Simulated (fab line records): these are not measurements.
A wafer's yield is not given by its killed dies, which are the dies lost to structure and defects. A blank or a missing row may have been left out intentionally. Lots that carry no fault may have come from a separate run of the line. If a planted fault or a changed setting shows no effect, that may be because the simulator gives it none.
fab line records	flow gf180mcu	part 1 of 2: steps 1 to 24 of 34
record: lots: 5	wafers: 15	last-day: 34
route steps=602 shown VT_IMPLANT@116 MVSD@136 NWELL@137 LVPWELL@138 MVPSD@139 DUAL_GATE@141
lots untouched by any fault: they come from a run of this same line in which no faults occurred
start-h: hours from the record's opening day to when the first of the lot's shown wafers began	wait-h: hours since the lot's step before	" identical to the entry in the row above	L1.1+2: several wafers, shown together as one row	- no value present, or no start provided	* or withheld: withheld	< > ~ a bound
route shown NAME@n: NAME is a module with steps in the file, n the number in the route of the first one	usual: mean and standard deviation over wafers with no fault	same: alike in all rows	chamber/n: place in a boat	sites: each site's reading	_std_site: standard deviation across them	_edge_site: outer sites' mean less inner sites'	radius-mm: how far each site lies from the wafer's centre	mask NAME#n: copy n	behind: the tool/chamber that last shaped the wafer	hold: why the lot went on hold/how many hours it stayed there/how the hold came to an end	device: which transistor (n, p or np) failed to switch	end of line: tests of these same wafers at the route's end	a step given without rows: its recipe and nothing more	killed: dies lost to structure and defects at the first sort, not the wafer's yield	map: a wafer's dies, x killed, . not, _ none there
set.NAME: the run value of the setting; set.NAME@STEP: its run value at that earlier step	model.NAME: the simulator's own value behind a step, which no gauge read
lots seen at some steps along the route; tables by step, rows by wafer
services: the hour from which a tool's chamber was out of use, counted from the record's first day as start-h (under 0 if before that day), plus the number of hours and why
== steps ==
step: GF_VT_IMPLANT_EXPOSE_26
recipe: mask-id: LVPWELL_HV_AREA	target-cd-nm: 860	na: 0.6	source-shape: conventional	sigma-outer: 0.6	dose-mj: 140
usual: reticle-temp-C: 23.01/0.093
lot.wafer	tool	chamber	start-h	wait-h	mask	reticle-temp-C
L074.1	iline-stepper-01	0	-	-	LVPWELL_HV_AREA#0	22.87
L074.3	"	0	"	"	LVPWELL_HV_AREA#0	22.93
L074.5	"	0	"	"	LVPWELL_HV_AREA#0	22.91
L083.1	iline-stepper-02	0	-	-	LVPWELL_HV_AREA#0	23.07
L083.2	"	0	"	"	LVPWELL_HV_AREA#0	22.95
L083.3	"	0	"	"	LVPWELL_HV_AREA#0	22.90
L091.3	iline-stepper-02	0	-	-	LVPWELL_HV_AREA#0	23.05
L091.4	"	0	"	"	LVPWELL_HV_AREA#0	22.84
L091.5	"	0	"	"	LVPWELL_HV_AREA#0	22.73
L093.1	iline-stepper-01	0	-	-	LVPWELL_HV_AREA#0	22.99
L093.4	"	0	"	"	LVPWELL_HV_AREA#0	23.00
L093.5	"	0	"	"	LVPWELL_HV_AREA#0	22.78
L095.1	iline-stepper-02	0	-	-	LVPWELL_HV_AREA#0	22.89
L095.2	"	0	"	"	LVPWELL_HV_AREA#0	23.12
L095.4	"	0	"	"	LVPWELL_HV_AREA#0	23.00
step: GF_VT_IMPLANT_PEB_27
recipe: temp-c: withheld	time-s: *	resist: NOVOLAK
usual: resist-line-temp-C: *
lot.wafer	tool	chamber	start-h	wait-h	resist-line-temp-C
L074.1	litho-track-01	0	-	-	*
L074.3	"	0	"	"	*
L074.5	"	0	"	"	*
L083.1	litho-track-02	0	-	-	*
L083.2	"	0	"	"	*
L083.3	"	0	"	"	*
L091.3	litho-track-02	0	-	-	*
L091.4	"	0	"	"	*
L091.5	"	0	"	"	*
L093.1	litho-track-02	0	-	-	*
L093.4	"	0	"	"	*
L093.5	"	0	"	"	*
L095.1	litho-track-02	0	-	-	*
L095.2	"	0	"	"	*
L095.4	"	0	"	"	*
step: GF_VT_IMPLANT_DEVELOP_28
recipe: develop-time-s: 60	dev-temp-c: 23
usual: developer-temp-C: 22.98/0.12	resist-line-temp-C: 23.00/0.1
lot.wafer	tool	chamber	start-h	wait-h	developer-temp-C	resist-line-temp-C
L074.1	litho-track-01	0	143.41	0.1	23.02	23.05
L074.3	"	0	"	"	23.00	23.13
L074.5	"	0	"	"	22.99	22.89
L083.1	litho-track-02	0	202.91	0.1	22.76	22.74
L083.2	"	0	"	"	22.95	22.88
L083.3	"	0	"	"	23.08	22.86
L091.3	litho-track-02	0	254.26	0.1	22.95	22.95
L091.4	"	0	"	"	22.91	23.06
L091.5	"	0	"	"	22.89	22.97
L093.1	litho-track-02	0	270.31	0.1	22.80	23.04
L093.4	"	0	"	"	22.78	22.93
L093.5	"	0	"	"	22.97	23.21
L095.1	litho-track-02	0	285.96	0.1	22.87	23.14
L095.2	"	0	"	"	22.97	23.09
L095.4	"	0	"	"	23.12	23.02
step: GF_VT_IMPLANT_OVL_MEAS_29
usual: VT_IMPLANT_02_OVL: -0.8/1.3
lot.wafer	tool	chamber	start-h	wait-h	VT_IMPLANT_02_OVL[nm]
L074.1	overlay-01	-	143.56	0.1	-2.7
L074.3	"	-	"	"	0.6
L074.5	"	-	"	"	0.8
L083.1	overlay-01	-	203.06	0.1	-2.0
L083.2	"	-	"	"	-2.3
L083.3	"	-	"	"	-1.2
L091.3	overlay-02	-	254.37	0.1	-2.5
L091.4	"	-	"	"	-0.8
L091.5	"	-	"	"	-0.6
L093.1	overlay-01	-	270.46	0.1	1.7
L093.4	"	-	"	"	1.8
L093.5	"	-	"	"	-0.7
L095.1	overlay-02	-	286.11	0.1	-1.3
L095.2	"	-	"	"	-1.3
L095.4	"	-	"	"	-0.6
step: GF_VT_IMPLANT_IMPLANT_30
recipe: species: B	energy-kev: 25	dose-cm2: 2.534e+12	tilt-deg: 7
lot.wafer	tool	chamber	start-h	wait-h
L074.1+3+5	implanter-04	0	143.59	0.0
L083.1+2+3	implanter-04	0	203.10	0.0
L091.3+4+5	implanter-03	0	254.44	0.1
L093.1+4+5	implanter-02	0	270.49	0.0
L095.1+2+4	implanter-03	0	286.14	0.0
step: GF_VT_IMPLANT_STRIP_31
recipe: chemistry: O2/N2	power-w: 1400	pressure-mtorr: 1500	platen-temp-c: 250	o2-flow-sccm: 3000	n2-flow-sccm: 300	overash-fraction: 0.5
usual: drypump-motor-current-A: 5.7/0.35	heater-power-w: 335/32	o2-flow-sccm: 3000/8.8	oes-product-au: 0.716/0.0045	strip-time-to-endpoint-s: 12.64/0.034
lot.wafer	tool	chamber	start-h	wait-h	drypump-motor-current-A	heater-power-w	o2-flow-sccm	oes-product-au	rf-hours-counter-h	strip-time-to-endpoint-s
L074.1	plasma-asher-03	0	143.74	0.1	6.0	403	3011	0.716	49	12.61
L074.3	"	1	"	"	4.9	305	3003	0.722	-	12.62
L074.5	"	1	"	"	4.8	299	3006	0.705	-	12.64
L083.1	plasma-asher-01	1	203.30	0.2	5.7	356	3002	0.717	53	12.61
L083.2	"	0	"	"	5.9	304	3003	0.721	53	12.60
L083.3	"	0	"	"	5.9	310	3007	0.718	-	12.64
L091.3	plasma-asher-02	1	254.58	0.1	5.9	327	2993	0.711	-	12.63
L091.4	"	0	"	"	5.6	320	3004	0.720	-	12.61
L091.5	"	0	"	"	5.6	324	3002	0.709	-	12.64
L093.1	plasma-asher-01	1	270.64	0.1	5.8	350	2990	0.714	61	12.59
L093.4	"	1	"	"	5.7	361	2984	0.719	-	12.65
L093.5	"	0	"	"	5.9	311	3013	0.715	-	12.65
L095.1	plasma-asher-01	1	286.29	0.1	5.7	343	2990	0.716	62	12.64
L095.2	"	0	"	"	5.9	311	3014	0.708	62	12.68
L095.4	"	1	"	"	5.7	347	2995	0.713	-	12.68
step: GF_VT_IMPLANT_TW_MEAS_32
usual: VT_IMPLANT_3_TW: 268.7/2.6
lot.wafer	tool	chamber	start-h	wait-h	VT_IMPLANT_3_TW
L074.1	film-metro-03	-	143.84	0.1	266.0
L074.3	"	-	"	"	266.7
L074.5	"	-	"	"	266.7
L083.1	film-metro-04	-	203.40	0.1	270.8
L083.2	"	-	"	"	271.1
L083.3	"	-	"	"	271.9
L091.3	film-metro-03	-	254.66	0.1	266.3
L091.4	"	-	"	"	265.6
L091.5	"	-	"	"	265.3
L093.1	film-metro-04	-	270.74	0.1	273.1
L093.4	"	-	"	"	271.9
L093.5	"	-	"	"	270.5
L095.1	film-metro-03	-	286.39	0.1	267.2
L095.2	"	-	"	"	266.4
L095.4	"	-	"	"	266.1
step: GF_VT_IMPLANT_DEHYDRATE_33
recipe: temp-c: 200	time-s: 60
usual: heater-power-total-W: 160.36/0.12	resist-line-temp-C: 23.03/0.1
lot.wafer	tool	chamber	start-h	wait-h	heater-power-total-W	resist-line-temp-C
L074.1	litho-track-04	0	150.89	7.0	160.55	22.98
L074.3	"	0	"	"	160.34	23.03
L074.5	"	0	"	"	160.37	22.94
L083.1	litho-track-04	0	212.09	8.7	160.16	22.94
L083.2	"	0	"	"	160.33	22.91
L083.3	"	0	"	"	160.39	23.01
L091.3	litho-track-01	0	263.76	9.1	160.29	22.91
L091.4	"	0	"	"	160.50	22.94
L091.5	"	0	"	"	160.23	23.02
L093.1	litho-track-01	0	280.36	9.6	160.34	23.07
L093.4	"	0	"	"	160.34	23.10
L093.5	"	0	"	"	160.44	22.89
L095.1	litho-track-01	0	295.81	9.4	160.19	22.84
L095.2	"	0	"	"	160.33	23.00
L095.4	"	0	"	"	160.25	22.99
step: GF_VT_IMPLANT_HMDS_34
recipe: prime-time-s: 60	prime-temp-c: 120
usual: resist-line-temp-C: 23.00/0.11
lot.wafer	tool	chamber	start-h	wait-h	resist-line-temp-C
L074.1	litho-track-04	0	151.04	0.1	23.07
L074.3	"	0	"	"	23.08
L074.5	"	0	"	"	22.96
L083.1	litho-track-04	0	212.24	0.1	22.95
L083.2	"	0	"	"	22.92
L083.3	"	0	"	"	22.90
L091.3	litho-track-01	0	263.91	0.1	22.85
L091.4	"	0	"	"	23.01
L091.5	"	0	"	"	22.99
L093.1	litho-track-01	0	280.51	0.1	22.83
L093.4	"	0	"	"	22.83
L093.5	"	0	"	"	22.86
L095.1	litho-track-01	0	295.96	0.1	23.07
L095.2	"	0	"	"	23.16
L095.4	"	0	"	"	23.08
step: GF_VT_IMPLANT_COAT_35
recipe: resist: NOVOLAK	spin-rpm: 3000	resist-thk-nm: 1000
usual: resist-line-temp-C: 23.00/0.1
lot.wafer	tool	chamber	start-h	wait-h	resist-line-temp-C
L074.1	litho-track-04	0	151.19	0.1	23.07
L074.3	"	0	"	"	22.90
L074.5	"	0	"	"	22.86
L083.1	litho-track-04	0	212.39	0.1	22.84
L083.2	"	0	"	"	22.92
L083.3	"	0	"	"	22.99
L091.3	litho-track-01	0	264.06	0.1	22.83
L091.4	"	0	"	"	22.86
L091.5	"	0	"	"	23.01
L093.1	litho-track-01	0	280.66	0.1	22.72
L093.4	"	0	"	"	22.89
L093.5	"	0	"	"	22.80
L095.1	litho-track-01	0	296.11	0.1	23.06
L095.2	"	0	"	"	23.13
L095.4	"	0	"	"	22.97
step: GF_VT_IMPLANT_SOFTBAKE_36
recipe: temp-c: 90	time-s: 60	resist: NOVOLAK
usual: heater-power-total-W: 56.60/0.047	resist-line-temp-C: 22.99/0.11
lot.wafer	tool	chamber	start-h	wait-h	heater-power-total-W	resist-line-temp-C
L074.1	litho-track-04	0	151.34	0.1	56.65	22.83
L074.3	"	0	"	"	56.51	22.99
L074.5	"	0	"	"	56.65	22.96
L083.1	litho-track-04	0	212.54	0.1	56.61	22.94
L083.2	"	0	"	"	56.65	23.08
L083.3	"	0	"	"	56.58	23.09
L091.3	litho-track-01	0	264.21	0.1	56.59	23.11
L091.4	"	0	"	"	56.67	22.99
L091.5	"	0	"	"	56.62	23.17
L093.1	litho-track-01	0	280.81	0.1	56.63	23.24
L093.4	"	0	"	"	56.60	23.08
L093.5	"	0	"	"	56.53	23.05
L095.1	litho-track-01	0	296.26	0.1	56.63	23.13
L095.2	"	0	"	"	56.58	22.92
L095.4	"	0	"	"	56.64	22.98
step: GF_VT_IMPLANT_EXPOSE_37
recipe: mask-id: Nwell_HV_AREA	target-cd-nm: 860	na: 0.6	source-shape: conventional	sigma-outer: 0.6	dose-mj: 140
usual: reticle-temp-C: 23.00/0.11
lot.wafer	tool	chamber	start-h	wait-h	mask	reticle-temp-C
L074.1	iline-stepper-01	0	-	-	Nwell_HV_AREA#0	23.09
L074.3	"	0	"	"	Nwell_HV_AREA#0	23.06
L074.5	"	0	"	"	Nwell_HV_AREA#0	23.02
L083.1	iline-stepper-01	0	-	-	Nwell_HV_AREA#0	23.21
L083.2	"	0	"	"	Nwell_HV_AREA#0	23.12
L083.3	"	0	"	"	Nwell_HV_AREA#0	23.21
L091.3	iline-stepper-01	0	-	-	Nwell_HV_AREA#0	23.05
L091.4	"	0	"	"	Nwell_HV_AREA#0	23.14
L091.5	"	0	"	"	Nwell_HV_AREA#0	23.13
L093.1	iline-stepper-01	0	-	-	Nwell_HV_AREA#0	22.98
L093.4	"	0	"	"	Nwell_HV_AREA#0	22.93
L093.5	"	0	"	"	Nwell_HV_AREA#0	22.95
L095.1	iline-stepper-02	0	-	-	Nwell_HV_AREA#0	23.04
L095.2	"	0	"	"	Nwell_HV_AREA#0	22.85
L095.4	"	0	"	"	Nwell_HV_AREA#0	23.02
step: GF_VT_IMPLANT_PEB_38
recipe: temp-c: withheld	time-s: *	resist: NOVOLAK
usual: resist-line-temp-C: *
lot.wafer	tool	chamber	start-h	wait-h	resist-line-temp-C
L074.1	litho-track-02	0	-	-	*
L074.3	"	0	"	"	*
L074.5	"	0	"	"	*
L083.1	litho-track-01	0	-	-	*
L083.2	"	0	"	"	*
L083.3	"	0	"	"	*
L091.3	litho-track-01	0	-	-	*
L091.4	"	0	"	"	*
L091.5	"	0	"	"	*
L093.1	litho-track-01	0	-	-	*
L093.4	"	0	"	"	*
L093.5	"	0	"	"	*
L095.1	litho-track-02	0	-	-	*
L095.2	"	0	"	"	*
L095.4	"	0	"	"	*
step: GF_VT_IMPLANT_DEVELOP_39
recipe: develop-time-s: 60	dev-temp-c: 23
usual: developer-temp-C: 23.03/0.11	resist-line-temp-C: 22.99/0.11
lot.wafer	tool	chamber	start-h	wait-h	developer-temp-C	resist-line-temp-C
L074.1	litho-track-02	0	159.31	0.1	22.90	23.25
L074.3	"	0	"	"	22.84	23.01
L074.5	"	0	"	"	22.76	23.00
L083.1	litho-track-01	0	221.61	0.1	23.04	23.02
L083.2	"	0	"	"	23.09	22.94
L083.3	"	0	"	"	23.07	22.85
L091.3	litho-track-01	0	274.21	0.1	23.09	22.98
L091.4	"	0	"	"	22.95	22.83
L091.5	"	0	"	"	23.01	22.92
L093.1	litho-track-01	0	290.66	0.1	23.01	22.97
L093.4	"	0	"	"	23.14	22.90
L093.5	"	0	"	"	23.14	23.02
L095.1	litho-track-02	0	307.26	0.1	23.00	22.93
L095.2	"	0	"	"	23.03	23.09
L095.4	"	0	"	"	22.92	23.06
step: GF_VT_IMPLANT_OVL_MEAS_40
usual: VT_IMPLANT_03_OVL: -1.4/1.4
lot.wafer	tool	chamber	start-h	wait-h	VT_IMPLANT_03_OVL[nm]
L074.1	overlay-01	-	159.46	0.1	-3.1
L074.3	"	-	"	"	-3.2
L074.5	"	-	"	"	-3.0
L083.1	overlay-02	-	221.76	0.1	-2.4
L083.2	"	-	"	"	-1.7
L083.3	"	-	"	"	-0.5
L091.3	overlay-02	-	274.32	0.1	-2.7
L091.4	"	-	"	"	0.4
L091.5	"	-	"	"	-0.3
L093.1	overlay-01	-	290.81	0.1	0.7
L093.4	"	-	"	"	0.3
L093.5	"	-	"	"	0.8
L095.1	overlay-02	-	307.41	0.1	-1.1
L095.2	"	-	"	"	-4.0
L095.4	"	-	"	"	0.1
step: GF_VT_IMPLANT_IMPLANT_41
recipe: species: As	energy-kev: 70	dose-cm2: 1.013e+12	tilt-deg: 7
lot.wafer	tool	chamber	start-h	wait-h
L074.1+3+5	implanter-04	0	159.50	0.0
L083.1+2+3	implanter-03	0	221.79	0.0
L091.3+4+5	implanter-03	0	274.39	0.1
L093.1+4+5	implanter-03	0	290.84	0.0
L095.1+2+4	implanter-03	0	307.44	0.0
step: GF_VT_IMPLANT_STRIP_42
recipe: chemistry: O2/N2	power-w: 1400	pressure-mtorr: 1500	platen-temp-c: 250	o2-flow-sccm: 3000	n2-flow-sccm: 300	overash-fraction: 0.5
usual: drypump-motor-current-A: 5.7/0.34	heater-power-w: 335/32	o2-flow-sccm: 2999/8	oes-product-au: 0.716/0.0045	strip-time-to-endpoint-s: 12.64/0.032
lot.wafer	tool	chamber	start-h	wait-h	drypump-motor-current-A	heater-power-w	o2-flow-sccm	oes-product-au	rf-hours-counter-h	strip-time-to-endpoint-s
L074.1	plasma-asher-03	0	159.65	0.1	6.0	401	3000	0.712	51	12.66
L074.3	"	0	"	"	6.0	398	2994	0.711	-	12.65
L074.5	"	0	"	"	6.0	406	2985	0.714	-	12.62
L083.1	plasma-asher-03	0	221.94	0.1	5.9	411	3004	0.719	59	12.72
L083.2	"	1	"	"	4.8	307	2998	0.710	59	12.71
L083.3	"	0	"	"	6.0	390	2996	0.720	-	12.72
L091.3	plasma-asher-01	0	274.53	0.1	5.9	310	2982	0.717	-	12.64
L091.4	"	1	"	"	5.7	353	2992	0.714	-	12.62
L091.5	"	1	"	"	5.7	352	3015	0.715	-	12.63
L093.1	plasma-asher-02	1	290.99	0.1	5.9	320	2993	0.717	16	12.64
L093.4	"	0	"	"	5.5	331	2993	0.718	-	12.62
L093.5	"	1	"	"	5.9	332	3004	0.709	-	12.59
L095.1	plasma-asher-03	1	307.59	0.1	4.9	300	2998	0.721	68	12.62
L095.2	"	0	"	"	5.9	398	2997	0.709	68	12.69
L095.4	"	0	"	"	5.9	413	3005	0.713	-	12.61
step: GF_VT_IMPLANT_TW_MEAS_43
usual: VT_IMPLANT_4_TW: 692/6.1
lot.wafer	tool	chamber	start-h	wait-h	VT_IMPLANT_4_TW
L074.1	film-metro-03	-	159.75	0.1	692
L074.3	"	-	"	"	691
L074.5	"	-	"	"	691
L083.1	film-metro-04	-	222.04	0.1	696
L083.2	"	-	"	"	697
L083.3	"	-	"	"	702
L091.3	film-metro-03	-	274.61	0.1	688
L091.4	"	-	"	"	687
L091.5	"	-	"	"	685
L093.1	film-metro-02	-	291.09	0.1	689
L093.4	"	-	"	"	693
L093.5	"	-	"	"	694
L095.1	film-metro-02	-	307.69	0.1	691
L095.2	"	-	"	"	692
L095.4	"	-	"	"	687
step: GF_VT_IMPLANT_CLEAN_44
recipe: chemistry: SC1/SC2	mix: 1:4:20	temp-c: 70	time-s: 150	dry: n2-spin
usual: bath-guard-temp-C: 70.2/0.51
lot.wafer	tool	chamber	start-h	wait-h	bath-guard-temp-C
L074.1	wet-bench-01	1	159.81	0.1	71.1
L074.3	"	1	"	"	70.9
L074.5	"	1	"	"	70.7
L083.1	wet-bench-04	0	222.10	0.1	70.6
L083.2	"	0	"	"	70.4
L083.3	"	0	"	"	70.5
L091.3	wet-bench-01	0	274.65	0.0	69.9
L091.4	"	0	"	"	70.0
L091.5	"	0	"	"	69.4
L093.1	wet-bench-02	3	291.15	0.1	70.8
L093.4	"	3	"	"	70.8
L093.5	"	3	"	"	70.7
L095.1	wet-bench-01	0	307.75	0.1	70.0
L095.2	"	0	"	"	69.8
L095.4	"	0	"	"	69.1
step: GF_VT_IMPLANT_RTA_45
recipe: temp-c: 1050	time-s: 30	ambient: N2
usual: lamp-power-pct: 33.9/0.45	wafer_temp_C_max: 1055.6/0.98
lot.wafer	tool	chamber	start-h	wait-h	lamp-power-pct	wafer_temp_C_max
L074.1	rtp-anneal-02	0	159.86	0.0	33.6	1055.8
L074.3	"	0	"	"	33.5	1055.5
L074.5	"	0	"	"	33.5	1057.1
L083.1	rtp-anneal-02	0	222.16	0.0	33.5	1055.2
L083.2	"	0	"	"	33.5	1054.8
L083.3	"	0	"	"	33.6	1054.6
L091.3	rtp-anneal-02	0	274.74	0.0	33.6	1054.8
L091.4	"	0	"	"	33.6	1056.6
L091.5	"	0	"	"	33.5	1056.1
L093.1	rtp-anneal-01	0	291.21	0.0	34.4	1057.5
L093.4	"	0	"	"	34.5	1055.5
L093.5	"	0	"	"	34.4	1056.5
L095.1	rtp-anneal-02	0	307.80	0.0	33.5	1055.2
L095.2	"	0	"	"	33.5	1055.8
L095.4	"	0	"	"	33.5	1056.1
step: GF_VT_IMPLANT_RS_MEAS_46
recipe: thk-meas-gauge: four-point-probe
usual: MVSD_RS: 456.3/1.1
lot.wafer	tool	chamber	start-h	wait-h	MVSD_RS[ohm/sq]
L074.1	film-metro-04	-	159.96	0.1	454.8
L074.3	"	-	"	"	455.2
L074.5	"	-	"	"	455.3
L083.1	film-metro-01	-	222.26	0.1	455.8
L083.2	"	-	"	"	457.0
L083.3	"	-	"	"	455.5
L091.3	film-metro-01	-	274.84	0.1	455.2
L091.4	"	-	"	"	455.0
L091.5	"	-	"	"	455.0
L093.1	film-metro-01	-	291.31	0.1	456.9
L093.4	"	-	"	"	456.1
L093.5	"	-	"	"	455.7
L095.1	film-metro-03	-	307.90	0.1	456.3
L095.2	"	-	"	"	456.2
L095.4	"	-	"	"	458.3
step: GF_VT_IMPLANT_RS_MEAS_47
recipe: thk-meas-gauge: four-point-probe
usual: NWELL_RS: 487.0/1.4
lot.wafer	tool	chamber	start-h	wait-h	NWELL_RS[ohm/sq]
L074.1	film-metro-04	-	160.08	0.1	486.0
L074.3	"	-	"	"	487.0
L074.5	"	-	"	"	486.3
L083.1	film-metro-01	-	222.38	0.1	486.3
L083.2	"	-	"	"	485.9
L083.3	"	-	"	"	486.0
L091.3	film-metro-01	-	274.96	0.1	487.1
L091.4	"	-	"	"	487.8
L091.5	"	-	"	"	486.5
L093.1	film-metro-01	-	291.43	0.1	487.0
L093.4	"	-	"	"	486.8
L093.5	"	-	"	"	485.8
L095.1	film-metro-03	-	308.02	0.1	485.8
L095.2	"	-	"	"	486.5
L095.4	"	-	"	"	487.7
step: GF_VT_IMPLANT_RS_MEAS_48
recipe: thk-meas-gauge: four-point-probe
usual: LVPWELL_RS: 1195/3.3
lot.wafer	tool	chamber	start-h	wait-h	LVPWELL_RS[ohm/sq]
L074.1	film-metro-04	-	160.20	0.1	1196
L074.3	"	-	"	"	1194
L074.5	"	-	"	"	1196
L083.1	film-metro-01	-	222.50	0.1	1193
L083.2	"	-	"	"	1195
L083.3	"	-	"	"	1192
L091.3	film-metro-01	-	275.08	0.1	1195
L091.4	"	-	"	"	1191
L091.5	"	-	"	"	1194
L093.1	film-metro-01	-	291.55	0.1	1191
L093.4	"	-	"	"	1193
L093.5	"	-	"	"	1192
L095.1	film-metro-03	-	308.14	0.1	1197
L095.2	"	-	"	"	1196
L095.4	"	-	"	"	1199
step: GF_VT_IMPLANT_RS_MEAS_49
recipe: thk-meas-gauge: four-point-probe
usual: MVPSD_RS: 1168/3
lot.wafer	tool	chamber	start-h	wait-h	MVPSD_RS[ohm/sq]
L074.1	film-metro-04	-	160.32	0.1	1174
L074.3	"	-	"	"	1170
L074.5	"	-	"	"	1172
L083.1	film-metro-01	-	222.62	0.1	1163
L083.2	"	-	"	"	1162
L083.3	"	-	"	"	1165
L091.3	film-metro-01	-	275.20	0.1	1167
L091.4	"	-	"	"	1170
L091.5	"	-	"	"	1167
L093.1	film-metro-01	-	291.67	0.1	1169
L093.4	"	-	"	"	1167
L093.5	"	-	"	"	1170
L095.1	film-metro-03	-	308.26	0.1	1169
L095.2	"	-	"	"	1169
L095.4	"	-	"	"	1169
